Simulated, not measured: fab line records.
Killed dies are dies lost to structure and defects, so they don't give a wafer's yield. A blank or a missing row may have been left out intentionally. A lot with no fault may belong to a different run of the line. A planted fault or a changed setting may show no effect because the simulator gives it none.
Shared-tool check    flow sky130    Sampled: 10 lots, 30 wafers

## WHY IT WAS OPENED
Of 10 lots, 2 have the reading METAL5_ALCU_THK flagged at SKY_METAL5_THK_MEAS_06. Wafers without a fault read 1169 nm, standard deviation 11.
Rule: a lot is flagged when every wafer of it that has a number lies more than 4 standard deviations from that mean, or none has a number. All remaining lots are regarded as sound.

lot   measured      on             METAL5_ALCU_THK (nm), wafer by wafer  flag
L410  day 43 01:44  film metro-01  1154 1161 1159                        
L412  day 43 18:00  film metro-02  1177 1188 1188                        
L415  day 44 05:26  film metro-02  1183 1168 1164                        
L416  day 44 22:26  film metro-01  1160 1153 1166                        
L424  day 46 15:08  film metro-04  1300 1317 1312                        FLAGGED
L426  day 47 09:31  film metro-04  1305 1302 1312                        FLAGGED
L429  day 47 17:07  film metro-01  1163 1158 1160                        
L430  day 48 02:06  film metro-01  1159 1175 1164                        
L431  day 48 07:51  film metro-04  1171 1177 1174                        
L432  day 48 20:01  film metro-04  1164 1171 1181                        
The numbers of the flagged lots are 1308 nm on average: +139 nm against the usual, or +13 standard deviations.

## TOOL THAT RAN EACH LOT
The record keeps 1 process step preceding the reading, out of 708 steps on the route. Each cell gives the tool, then ch followed by the chambers the sampled wafers passed through, then the start.
lot   flag     SKY_METAL5_SPUTTER_04
L410           pvd sputter-02, day 43 01:34
L412           pvd sputter-01, day 43 17:50
L415           pvd sputter-04, day 44 05:16
L416           pvd sputter-02, day 44 22:16
L424  FLAGGED  pvd sputter-02, day 46 14:58
L426  FLAGGED  pvd sputter-02, day 47 09:21
L429           pvd sputter-01, day 47 16:56
L430           pvd sputter-04, day 48 01:56
L431           pvd sputter-04, day 48 07:40
L432           pvd sputter-01, day 48 19:49
These steps, and what they do:
- SKY_METAL5_SPUTTER_04: material TiN, target thk 70 nm, time 58.3 s.
- SKY_METAL5_THK_MEAS_06: measures by xrf.

## FLAGGED OVER TOTAL, TOOL BY TOOL (the gauges that took the reading come last)
step                    tool            lots run  flagged  share of the flagged lots  sound lots run after its first flagged lot
SKY_METAL5_SPUTTER_04   pvd sputter-01  3         0        none                       -
SKY_METAL5_SPUTTER_04   pvd sputter-02  4         2        all                        0
SKY_METAL5_SPUTTER_04   pvd sputter-04  3         0        none                       -
SKY_METAL5_THK_MEAS_06  film metro-01   4         0        none                       -
SKY_METAL5_THK_MEAS_06  film metro-02   2         0        none                       -
SKY_METAL5_THK_MEAS_06  film metro-04   4         2        all                        2 (L431,L432)

## WHAT THE TABLE ALLOWS
In 2 table rows, all flagged lots were run: pvd sputter-02 (SKY_METAL5_SPUTTER_04), film metro-04 (SKY_METAL5_THK_MEAS_06).
- pvd sputter-02 at SKY_METAL5_SPUTTER_04: 2 of its 4 lots flagged. A fault beginning between L416 (day 44 22:16), its last sound lot, and L424 (day 46 14:58), its first flagged one, fits the data.
- film metro-04 at SKY_METAL5_THK_MEAS_06: 2 of its 4 lots flagged. Lots that were sound ran on it after the first flagged one (L431, L432); a persistent fault on the entire tool would not allow that.
One tool is left: pvd sputter-02 at SKY_METAL5_SPUTTER_04.

## WHAT WAS PUT IN BY THE SIMULATOR
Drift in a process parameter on pvd sputter-02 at SKY_METAL5_SPUTTER_04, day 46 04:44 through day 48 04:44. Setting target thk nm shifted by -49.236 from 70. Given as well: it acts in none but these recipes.
Struck lots among those shown: L424, L426. The same result came from the rule above.
